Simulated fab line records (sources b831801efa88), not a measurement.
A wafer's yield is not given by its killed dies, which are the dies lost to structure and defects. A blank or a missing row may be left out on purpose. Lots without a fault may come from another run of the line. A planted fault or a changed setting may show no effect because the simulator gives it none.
fab line records | flow sky130 | part 1 of 2: steps 1 to 32 of 47
record: lots: 5 wafers: 15 last-day: 48
route steps=708 shown FIELD_ISO@24 NWELL@32 DNWELL@35 PWDE@45
lots that met no fault: from a run of the same line without faults
start-h: hours from the record's first day to the start of the lot's first wafer shown | wait-h: hours since the lot's step before | " identical to the entry in the row above | L1.1+2: a row that stands for several wafers | - no value present, or no start provided | * or withheld: withheld | < > ~ a bound
route shown NAME@n: a module of which the file shows steps, and the number in the route of the first | usual: average and standard deviation across the fault-free wafers | same: alike in all rows | chamber/n: place in a boat | sites: each site's reading | _std_site: standard deviation across them | _edge_site: outer sites' mean less inner sites' | radius-mm: for every site, how far away it sits from the centre of the wafer | mask NAME#n: copy n | behind: the tool/chamber that last shaped the wafer | hold: why the lot went on hold/how many hours it stayed there/how the hold came to an end | device: whichever transistor did not switch (one of n, p or np) | end of line: tests run on the same wafers once the route is complete | a step with no rows: only its recipe | killed: dies lost to structure and defects at the first sort, not the wafer's yield | map: a wafer's dies, marking killed ones x, the rest . and places with no die _
set.NAME: the setting the step ran with; set.NAME@STEP: the setting that earlier step ran with | model.NAME: the simulator's own value behind a step, which no gauge read
lots at selected steps of the route; one table per step, one row per wafer
services: from which hour (start-h, from the record's first day; less than 0 if before it) a tool's chamber was out of use, for how many hours, and why
== steps ==
step: SKY_FIELD_ISO_THK_MEAS_23
recipe: reads: SiO2_of_FIELD_ISO_OXIDATION_22
usual: FIELD_ISO_OXIDATION_01_THK: 9.98/0.15
columns lot.wafer tool chamber start-h wait-h FIELD_ISO_OXIDATION_01_THK[nm]
L075.2 film-metro-02 - 36.89 0.0 9.89
L075.5 " - " " 9.90
L075.6 " - " " 9.97
L077.2 film-metro-03 - 47.37 0.0 10.10
L077.4 " - " " 10.00
L077.5 " - " " 9.84
L079.1 film-metro-02 - 55.30 0.0 9.79
L079.5 " - " " 9.67
L079.6 " - " " 9.72
L082.1 film-metro-03 - 70.93 0.0 10.11
L082.3 " - " " 10.15
L082.5 " - " " 10.09
L087.3 film-metro-04 - 99.24 0.0 9.96
L087.5 " - " " 9.86
L087.6 " - " " 9.87
step: SKY_FIELD_ISO_CVD_24
recipe: material: SiO2 target-thk-nm: 595 temp-c: 650 sigma-open-frac: 0.3 time-s: 99.2 sih4-flow-sccm: 60 pressure-mtorr: 6
columns lot.wafer tool chamber start-h wait-h
L075.2+5+6 hdpcvd-02 2,0,1 36.94 0.0
L077.2+4+5 hdpcvd-02 1,0,2 47.42 0.0
L079.1+5+6 hdpcvd-01 0,2,0 55.36 0.1
L082.1+3+5 hdpcvd-01 2,0,2 70.99 0.1
L087.3+5+6 hdpcvd-01 1,1,0 99.28 0.0
step: SKY_FIELD_ISO_THK_MEAS_25
recipe: reads: SiO2_of_FIELD_ISO_CVD_24
usual: FIELD_ISO_CVD_24_THK: 597/5.5
columns lot.wafer tool chamber start-h wait-h FIELD_ISO_CVD_24_THK[nm]
L075.2 film-metro-03 - 37.02 0.0 597
L075.5 " - " " 592
L075.6 " - " " 591
L077.2 film-metro-03 - 47.50 0.0 602
L077.4 " - " " 592
L077.5 " - " " 593
L079.1 film-metro-03 - 55.43 0.0 603
L079.5 " - " " 599
L079.6 " - " " 602
L082.1 film-metro-02 - 71.06 0.0 595
L082.3 " - " " 598
L082.5 " - " " 593
L087.3 film-metro-03 - 99.37 0.1 599
L087.5 " - " " 600
L087.6 " - " " 600
step: SKY_FIELD_ISO_ANNEAL_26
recipe: temp-c: 1000 time-s: 1800 ambient: N2
columns lot.wafer tool chamber start-h wait-h
L075.2+5+6 furnace-02 0 38.16 1.1
L077.2+4+5 furnace-01 0 48.71 1.2
L079.1+5+6 furnace-02 0 56.65 1.2
L082.1+3+5 furnace-01 0 71.12 0.1
L087.3+5+6 furnace-01 0 100.55 1.2
step: SKY_FIELD_ISO_CMP_27
recipe: stop-on: Si3N4 t-overpolish-s: 16 down-force-psi: 4 platen-rpm: 60 target-thk-nm: 457.8 pad-velocity-m-s: 0.94248
usual: edge-zone-pressure-frac: 1.000/0.0052 motor-current-A: 11.5/0.93 overpolish-run-s: 16.002/0.0096 platen-rpm: 60.00/0.041 time-to-endpoint-s: 110/4.5
columns lot.wafer tool chamber start-h wait-h edge-zone-pressure-frac motor-current-A overpolish-run-s platen-rpm time-to-endpoint-s
L075.2 cmp-02 3 39.66 0.0 0.993 13.9 16.011 60.05 107
L075.5 " 3 " " 1.003 13.9 15.978 59.95 107
L075.6 " 0 " " 0.995 12.4 15.997 59.97 111
L077.4 cmp-02 0 50.21 0.0 0.999 12.3 16.003 60.02 107
L077.2 " 1 " " 0.995 10.0 15.992 60.00 114
L077.5 " 0 " " 1.004 11.4 16.001 59.96 110
L079.1 cmp-01 3 58.30 0.1 1.002 11.0 16.011 59.98 119
L079.5 " 0 " " 1.005 11.5 16.001 59.98 113
L079.6 " 1 " " 0.996 11.5 16.001 60.09 118
L082.3 cmp-01 2 72.62 0.0 1.000 12.6 15.998 60.05 105
L082.1 " 1 " " 1.001 12.6 16.006 59.96 111
L082.5 " 2 " " 1.009 11.7 15.993 59.99 104
L087.3 cmp-01 1 102.38 0.3 0.991 11.5 16.002 60.02 118
L087.6 " 3 " " 1.006 11.1 15.991 59.99 121
L087.5 " 0 " " 0.995 11.5 15.993 59.98 112
step: SKY_FIELD_ISO_WET_ETCH_28
recipe: chemistry: dHF target-depth-nm: 23.7 target: SiO2 dilution: 10:1 temp-c: 25 time-s: 47
usual: bath-heat-duty-pct: 6.1/0.87
columns lot.wafer tool chamber start-h wait-h bath-heat-duty-pct
L075.2 wet-bench-04 1 39.96 0.2 4.5
L075.5 " 1 " " 5.3
L075.6 " 1 " " 5.2
L077.2 wet-bench-04 3 50.51 0.2 4.8
L077.4 " 3 " " 5.7
L077.5 " 3 " " 6.3
L079.1 wet-bench-03 2 58.45 0.1 6.3
L079.5 " 2 " " 6.7
L079.6 " 2 " " 6.6
L082.1 wet-bench-03 3 72.92 0.1 6.1
L082.3 " 3 " " 5.4
L082.5 " 3 " " 7.3
L087.3 wet-bench-02 3 102.58 0.1 6.2
L087.5 " 3 " " 5.2
L087.6 " 3 " " 6.2
step: SKY_FIELD_ISO_WET_ETCH_29
recipe: chemistry: H3PO4 target-depth-nm: 160 target: Si3N4 temp-c: 160 time-s: 1825
usual: bath-heat-duty-pct: 26.1/2.9
columns lot.wafer tool chamber start-h wait-h bath-heat-duty-pct
L075.2 wet-bench-02 3 39.99 0.0 22.5
L075.5 " 3 " " 24.4
L075.6 " 3 " " 23.4
L077.2 wet-bench-03 0 50.53 0.0 29.9
L077.4 " 0 " " 30.3
L077.5 " 0 " " 30.7
L079.1 wet-bench-04 0 58.47 0.0 27.7
L079.5 " 0 " " 27.8
L079.6 " 0 " " 28.8
L082.1 wet-bench-03 2 72.95 0.0 29.7
L082.3 " 2 " " 29.8
L082.5 " 2 " " 29.7
L087.3 wet-bench-03 2 102.60 0.0 29.8
L087.5 " 2 " " 30.3
L087.6 " 2 " " 29.1
step: SKY_FIELD_ISO_WET_ETCH_30
recipe: chemistry: dHF target-depth-nm: 25 target: SiO2 dilution: 10:1 temp-c: 25 time-s: 50
usual: bath-heat-duty-pct: 5.9/0.75
columns lot.wafer tool chamber start-h wait-h bath-heat-duty-pct
L075.2 wet-bench-03 1 40.60 0.0 5.4
L075.5 " 1 " " 5.2
L075.6 " 1 " " 4.8
L077.2 wet-bench-04 1 51.04 0.0 5.6
L077.4 " 1 " " 5.2
L077.5 " 1 " " 3.8
L079.1 wet-bench-03 2 59.03 0.0 6.1
L079.5 " 2 " " 6.3
L079.6 " 2 " " 7.0
L082.1 wet-bench-02 2 73.46 0.0 5.9
L082.3 " 2 " " 6.8
L082.5 " 2 " " 5.5
L087.3 wet-bench-02 1 103.16 0.0 5.6
L087.5 " 1 " " 5.4
L087.6 " 1 " " 6.6
step: SKY_NWELL_CLEAN_00
recipe: chemistry: SC1/SC2 mix: 1:4:20 temp-c: 70 time-s: 150 dry: n2-spin
usual: bath-heat-duty-pct: 13.1/1.3
columns lot.wafer tool chamber start-h wait-h bath-heat-duty-pct
L075.2 wet-bench-04 3 40.62 0.0 13.0
L075.5 " 3 " " 12.6
L075.6 " 3 " " 12.5
L077.2 wet-bench-02 1 51.07 0.0 12.6
L077.4 " 1 " " 12.2
L077.5 " 1 " " 12.6
L079.1 wet-bench-02 2 59.05 0.0 13.1
L079.5 " 2 " " 14.1
L079.6 " 2 " " 12.3
L082.1 wet-bench-03 1 73.49 0.0 10.7
L082.3 " 1 " " 11.7
L082.5 " 1 " " 10.0
L087.3 wet-bench-04 0 103.19 0.0 13.2
L087.5 " 0 " " 13.3
L087.6 " 0 " " 13.8
step: SKY_NWELL_OXIDATION_01
recipe: temp-c: 900 ambient: O2 stabilise-s: 600 purge-s: 300 target-thk-a: 100 ox-time-s: 1418
usual: ox-temp-c-max: 904.7/0.88
columns lot.wafer tool chamber start-h wait-h ox-temp-c-max
L075.2 furnace-01 0 41.63 1.0 904.9
L075.5 " 0 " " 905.6
L075.6 " 0 " " 903.1
L077.2 furnace-01 0 51.38 0.3 905.0
L077.4 " 0 " " 905.5
L077.5 " 0 " " 905.5
L079.1 furnace-01 0 59.10 0.0 904.7
L079.5 " 0 " " 905.4
L079.6 " 0 " " 905.8
L082.1 furnace-01 0 73.54 0.0 904.0
L082.3 " 0 " " 906.5
L082.5 " 0 " " 904.9
L087.3 furnace-01 0 103.24 0.0 903.8
L087.5 " 0 " " 903.9
L087.6 " 0 " " 904.3
step: SKY_NWELL_THK_MEAS_02
recipe: reads: SiO2_of_NWELL_OXIDATION_01
usual: NWELL_OXIDATION_THK: 10.03/0.17
columns lot.wafer tool chamber start-h wait-h NWELL_OXIDATION_THK[nm]
L075.2 film-metro-02 - 43.04 0.0 9.85
L075.5 " - " " 9.97
L075.6 " - " " 9.66
L077.2 film-metro-01 - 52.78 0.0 9.86
L077.4 " - " " 9.89
L077.5 " - " " 9.79
L079.1 film-metro-01 - 60.50 0.0 9.83
L079.5 " - " " 9.78
L079.6 " - " " 9.93
L082.1 film-metro-03 - 74.93 0.0 10.02
L082.3 " - " " 9.95
L082.5 " - " " 10.01
L087.3 film-metro-01 - 104.65 0.0 10.18
L087.5 " - " " 10.21
L087.6 " - " " 9.97
step: SKY_DNWELL_DEHYDRATE_00
recipe: temp-c: 200 time-s: 60
columns lot.wafer tool chamber start-h wait-h
L075.2+5+6 litho-track-01 0 50.22 7.2
L077.2+4+5 litho-track-02 0 59.37 6.6
L079.1+5+6 litho-track-02 0 68.00 7.5
L082.1+3+5 litho-track-04 0 83.07 8.1
L087.3+5+6 litho-track-02 0 112.70 8.0
step: SKY_DNWELL_HMDS_01
recipe: prime-time-s: 60 prime-temp-c: 120
columns lot.wafer tool chamber start-h wait-h
L075.2+5+6 litho-track-01 0 50.37 0.1
L077.2+4+5 litho-track-02 0 59.52 0.1
L079.1+5+6 litho-track-02 0 68.15 0.1
L082.1+3+5 litho-track-04 0 83.22 0.1
L087.3+5+6 litho-track-02 0 112.85 0.1
step: SKY_DNWELL_COAT_02
recipe: spin-rpm: 2000 resist-thk-nm: 3000
usual: spin-speed-rpm: 1999.8/1.3
columns lot.wafer tool chamber start-h wait-h spin-speed-rpm
L075.2 litho-track-01 0 50.52 0.1 2000.1
L075.5 " 0 " " 2000.7
L075.6 " 0 " " 2000.8
L077.2 litho-track-02 0 59.67 0.1 2000.1
L077.4 " 0 " " 1998.6
L077.5 " 0 " " 1999.4
L079.1 litho-track-02 0 68.30 0.1 1999.3
L079.5 " 0 " " 2001.5
L079.6 " 0 " " 2000.8
L082.1 litho-track-04 0 83.37 0.1 1997.5
L082.3 " 0 " " 1998.9
L082.5 " 0 " " 2000.4
L087.3 litho-track-02 0 113.00 0.1 1999.9
L087.5 " 0 " " 2000.5
L087.6 " 0 " " 1998.4
step: SKY_DNWELL_SOFTBAKE_03
recipe: temp-c: 110 time-s: withheld
columns lot.wafer tool chamber start-h wait-h
L075.2+5+6 litho-track-01 0 50.67 0.1
L077.2+4+5 litho-track-02 0 59.83 0.1
L079.1+5+6 litho-track-02 0 68.45 0.1
L082.1+3+5 litho-track-04 0 83.52 0.1
L087.3+5+6 litho-track-02 0 113.16 0.1
step: SKY_DNWELL_EXPOSE_04
recipe: mask-id: DNM na: 0.57 target-cd-nm: 3000 dose-mj: 222
columns lot.wafer tool chamber start-h wait-h mask
L075.2+5+6 iline-stepper-01 0 - - DNM#0
L077.2+4+5 iline-stepper-01 0 - - DNM#0
L079.1+5+6 iline-stepper-01 0 - - DNM#0
L082.1+3+5 iline-stepper-02 0 - - DNM#0
L087.3+5+6 iline-stepper-02 0 - - DNM#0
step: SKY_DNWELL_PEB_05
recipe: temp-c: 115 time-s: withheld
columns lot.wafer tool chamber start-h wait-h
L075.2+5+6 litho-track-02 0 - -
L077.2+4+5 litho-track-04 0 - -
L079.1+5+6 litho-track-02 0 - -
L082.1+3+5 litho-track-04 0 - -
L087.3+5+6 litho-track-01 0 - -
step: SKY_DNWELL_DEVELOP_06
recipe: wall-angle-deg: 90 developer: TMAH develop-time-s: 60 dev-temp-c: 23
columns lot.wafer tool chamber start-h wait-h
L075.2+5+6 litho-track-02 0 - -
L077.2+4+5 litho-track-04 0 - -
L079.1+5+6 litho-track-02 0 - -
L082.1+3+5 litho-track-04 0 - -
L087.3+5+6 litho-track-01 0 - -
step: SKY_DNWELL_IMPLANT_07
recipe: species: P energy-kev: withheld dose-cm2: withheld tilt-deg: withheld
same: implant-ion-amu: *
columns lot.wafer tool chamber start-h wait-h
L075.2+5+6 implanter-02 0 58.07 -
L077.2+4+5 implanter-04 0 68.04 -
L079.1+5+6 implanter-04 0 77.05 -
L082.1+3+5 implanter-04 0 91.77 -
L087.3+5+6 implanter-02 0 123.14 -
step: SKY_DNWELL_STRIP_08
recipe: chemistry: O2/N2 power-w: 1400 pressure-mtorr: 1500 platen-temp-c: withheld o2-flow-sccm: 3000 n2-flow-sccm: 300 overash-fraction: 0.5
usual: drypump-motor-current-A: 6.0/0.52 oes-product-au: 0.722/0.0048 strip-time-to-endpoint-s: 36.90/0.12
columns lot.wafer tool chamber start-h wait-h drypump-motor-current-A oes-product-au rf-hours-counter-h strip-time-to-endpoint-s
L075.2 plasma-asher-01 1 58.20 0.1 6.3 0.725 38 37.03
L075.5 " 0 " " 4.9 0.715 - 37.01
L075.6 " 1 " " 6.3 0.729 - 37.16
L077.2 plasma-asher-03 1 68.17 0.1 5.7 0.723 37 36.90
L077.4 " 1 " " 5.7 0.725 - 36.88
L077.5 " 0 " " 6.3 0.724 - 37.02
L079.1 plasma-asher-04 0 77.20 0.1 6.7 0.724 26 36.88
L079.5 " 1 " " 5.8 0.726 - 36.91
L079.6 " 0 " " 6.6 0.729 - 36.76
L082.1 plasma-asher-04 1 91.92 0.1 5.8 0.729 28 36.72
L082.3 " 1 " " 5.8 0.736 - 36.72
L082.5 " 0 " " 6.7 0.725 - 36.80
L087.3 plasma-asher-01 0 123.27 0.1 4.9 0.714 - 37.01
L087.5 " 1 " " 6.3 0.714 - 36.99
L087.6 " 0 " " 4.9 0.717 - 36.94
step: SKY_DNWELL_TW_MEAS_09
usual: DNWELL_TW: 1119/15
columns lot.wafer tool chamber start-h wait-h DNWELL_TW
L075.2 film-metro-03 - 58.31 0.1 1124
L075.5 " - " " 1126
L075.6 " - " " 1126
L077.2 film-metro-01 - 68.28 0.1 1100
L077.4 " - " " 1095
L077.5 " - " " 1100
L079.1 film-metro-01 - 77.30 0.1 1089
L079.5 " - " " 1093
L079.6 " - " " 1092
L082.1 film-metro-02 - 92.02 0.1 1131
L082.3 " - " " 1131
L082.5 " - " " 1126
L087.3 film-metro-03 - 123.36 0.1 1144
L087.5 " - " " 1136
L087.6 " - " " 1131
step: SKY_PWDE_DEHYDRATE_00
recipe: temp-c: 200 time-s: 60
columns lot.wafer tool chamber start-h wait-h
L075.2+5+6 litho-track-01 0 65.52 7.2
L077.2+4+5 litho-track-01 0 76.12 7.8
L079.1+5+6 litho-track-01 0 85.04 7.7
L082.1+3+5 litho-track-02 0 100.25 8.2
L087.3+5+6 litho-track-02 0 131.55 8.2
step: SKY_PWDE_HMDS_01
recipe: prime-time-s: 60 prime-temp-c: 120
columns lot.wafer tool chamber start-h wait-h
L075.2+5+6 litho-track-01 0 65.67 0.1
L077.2+4+5 litho-track-01 0 76.27 0.1
L079.1+5+6 litho-track-01 0 85.19 0.1
L082.1+3+5 litho-track-02 0 100.40 0.1
L087.3+5+6 litho-track-02 0 131.70 0.1
step: SKY_PWDE_COAT_02
recipe: spin-rpm: 2000 resist-thk-nm: 3000
usual: spin-speed-rpm: 2000.1/1.2
columns lot.wafer tool chamber start-h wait-h spin-speed-rpm
L075.2 litho-track-01 0 65.82 0.1 1999.1
L075.5 " 0 " " 1998.4
L075.6 " 0 " " 1999.4
L077.2 litho-track-01 0 76.42 0.1 1998.9
L077.4 " 0 " " 1999.5
L077.5 " 0 " " 1999.2
L079.1 litho-track-01 0 85.34 0.1 1999.5
L079.5 " 0 " " 1999.0
L079.6 " 0 " " 2000.5
L082.1 litho-track-02 0 100.55 0.1 1999.7
L082.3 " 0 " " 2001.2
L082.5 " 0 " " 2000.4
L087.3 litho-track-02 0 131.85 0.1 1998.4
L087.5 " 0 " " 2001.5
L087.6 " 0 " " 1998.4
step: SKY_PWDE_SOFTBAKE_03
recipe: temp-c: 110 time-s: withheld
columns lot.wafer tool chamber start-h wait-h
L075.2+5+6 litho-track-01 0 65.97 0.1
L077.2+4+5 litho-track-01 0 76.57 0.1
L079.1+5+6 litho-track-01 0 85.49 0.1
L082.1+3+5 litho-track-02 0 100.70 0.1
L087.3+5+6 litho-track-02 0 132.01 0.1
step: SKY_PWDE_EXPOSE_04
recipe: mask-id: PWDEM na: 0.6 source-shape: conventional sigma-outer: 0.6 polarization: unpolarized target-cd-nm: 840 dose-mj: 214
columns lot.wafer tool chamber start-h wait-h mask
L075.2+5+6 iline-stepper-01 0 - - PWDEM#0
L077.2+4+5 iline-stepper-02 0 - - PWDEM#0
L079.1+5+6 iline-stepper-01 0 - - PWDEM#0
L082.1+3+5 iline-stepper-02 0 - - PWDEM#0
L087.3+5+6 iline-stepper-02 0 - - PWDEM#0
step: SKY_PWDE_PEB_05
recipe: temp-c: 115 time-s: withheld
columns lot.wafer tool chamber start-h wait-h
L075.2+5+6 litho-track-01 0 - -
L077.2+4+5 litho-track-03 0 - -
L079.1+5+6 litho-track-02 0 - -
L082.1+3+5 litho-track-01 0 - -
L087.3+5+6 litho-track-03 0 - -
step: SKY_PWDE_DEVELOP_06
recipe: wall-angle-deg: 90 developer: TMAH develop-time-s: 60 dev-temp-c: 23
columns lot.wafer tool chamber start-h wait-h
L075.2+5+6 litho-track-01 0 - -
L077.2+4+5 litho-track-03 0 - -
L079.1+5+6 litho-track-02 0 - -
L082.1+3+5 litho-track-01 0 - -
L087.3+5+6 litho-track-03 0 - -
step: SKY_PWDE_OVL_MEAS_07
usual: PWDE_OVL: -0.1/1.8
columns lot.wafer tool chamber start-h wait-h PWDE_OVL[nm]
L075.2 overlay-02 - 73.60 - -2.8
L075.5 " - " " -2.7
L075.6 " - " " -2.1
L077.2 overlay-01 - 85.15 - 0.9
L077.4 " - " " 1.7
L077.5 " - " " 2.3
L079.1 overlay-02 - 94.00 - -1.8
L079.5 " - " " -1.0
L079.6 " - " " -3.1
L082.1 overlay-01 - 109.89 - 1.0
L082.3 " - " " -0.7
L082.5 " - " " 1.1
L087.3 overlay-01 - 141.31 - 0.5
L087.5 " - " " 2.7
L087.6 " - " " -0.5
step: SKY_PWDE_IMPLANT_08
recipe: species: B energy-kev: 150 dose-cm2: 3.6e+12 tilt-deg: withheld
same: implant-ion-amu: 11
columns lot.wafer tool chamber start-h wait-h
L075.2+5+6 implanter-04 0 73.65 0.0
L077.2+4+5 implanter-01 0 85.21 0.0
L079.1+5+6 implanter-03 0 94.03 0.0
L082.1+3+5 implanter-03 0 109.93 0.0
L087.3+5+6 implanter-01 0 141.38 0.1
step: SKY_PWDE_STRIP_09
recipe: chemistry: O2/N2 power-w: 1400 pressure-mtorr: 1500 platen-temp-c: withheld o2-flow-sccm: 3000 n2-flow-sccm: 300 overash-fraction: 0.5
usual: drypump-motor-current-A: 6.0/0.41 oes-product-au: 0.722/0.0048 strip-time-to-endpoint-s: 36.95/0.1
columns lot.wafer tool chamber start-h wait-h drypump-motor-current-A oes-product-au rf-hours-counter-h strip-time-to-endpoint-s
L075.2 plasma-asher-03 1 73.78 0.1 5.7 0.718 38 36.95
L075.5 " 0 " " 6.3 0.729 - 37.03
L075.6 " 1 " " 5.7 0.734 - 37.06
L077.2 plasma-asher-03 0 85.33 0.1 6.3 0.729 39 37.13
L077.4 " 1 " " 5.7 0.722 - 37.20
L077.5 " 0 " " 6.4 0.716 - 37.03
L079.1 plasma-asher-04 0 94.18 0.1 6.7 0.715 28 36.99
L079.5 " 1 " " 5.8 0.718 - 37.10
L079.6 " 0 " " 6.7 0.718 - 37.06
L082.1 plasma-asher-04 1 110.08 0.1 5.8 0.726 29 36.92
L082.3 " 1 " " 5.8 0.734 - 36.84
L082.5 " 0 " " 6.6 0.721 - 36.96
L087.3 plasma-asher-02 0 141.52 0.1 5.9 0.725 - 36.79
L087.5 " 0 " " 5.9 0.725 - 36.83
L087.6 " 1 " " 5.5 0.720 - 36.82
step: SKY_PWDE_TW_MEAS_10
usual: PWDE_TW: 374/4.6
columns lot.wafer tool chamber start-h wait-h PWDE_TW
L075.2 film-metro-03 - 73.89 0.1 377
L075.5 " - " " 375
L075.6 " - " " 375
L077.2 film-metro-01 - 85.44 0.1 368
L077.4 " - " " 369
L077.5 " - " " 368
L079.1 film-metro-03 - 94.28 0.1 377
L079.5 " - " " 380
L079.6 " - " " 377
L082.1 film-metro-03 - 110.18 0.1 380
L082.3 " - " " 377
L082.5 " - " " 380
L087.3 film-metro-02 - 141.60 0.1 376
L087.5 " - " " 374
L087.6 " - " " 375
